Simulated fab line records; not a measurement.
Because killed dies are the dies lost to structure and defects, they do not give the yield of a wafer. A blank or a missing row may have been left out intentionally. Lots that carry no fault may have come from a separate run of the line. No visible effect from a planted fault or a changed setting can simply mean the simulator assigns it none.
Matching of chambers | flow gf180mcu | GF_CONTACT_ETCH_16 on rie_diel-04: 4 sister chambers
The step etches BARC in N2/H2. 4 wafers are shown with their chamber, then 8 later ones without.

## EACH WAFER AND ITS CHAMBER
wafer  | chamber | drypump_motor_current_A (A)
L682.6 | 0       | 5.4
L688.3 | 1       | 6.1
L688.6 | 2       | 6.2
L690.2 | 3       | 5.0

## WAFERS WITHOUT THEIR CHAMBER
wafer  | drypump_motor_current_A (A)
L690.3 | 5.0
L690.6 | 5.0
L696.1 | 5.0
L696.2 | 6.1
L696.3 | 5.3
L697.2 | 6.2
L697.4 | 5.0
L697.5 | 6.1

## WHICH CHAMBER EACH ONE RAN IN
wafer  | from the rows above | in truth
L690.3 | 3                   | 3
L690.6 | 3                   | 3
L696.1 | 3                   | 3
L696.2 | 1                   | 1
L696.3 | 0                   | 0
L697.2 | 2                   | 2
L697.4 | 3                   | 3
L697.5 | 1                   | 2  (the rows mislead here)
Placed correctly: 7 of 8. Not placeable from these rows: 0. Number placed wrongly: 1.
How it was worked out, from the rows above alone: a wafer's distance from a chamber is the root of the sum, over the readings, of the square of ((its reading less the chamber's mean) divided by the reading's scatter). The wafer belongs to the nearest chamber; if the next one is less than 2 further off, it can't be placed. The mean given for a chamber averages the wafers shown for that chamber. The scatter (one wafer shown for each chamber): square how far every hidden wafer sits from the nearest shown wafer, average those squares and take the square root.
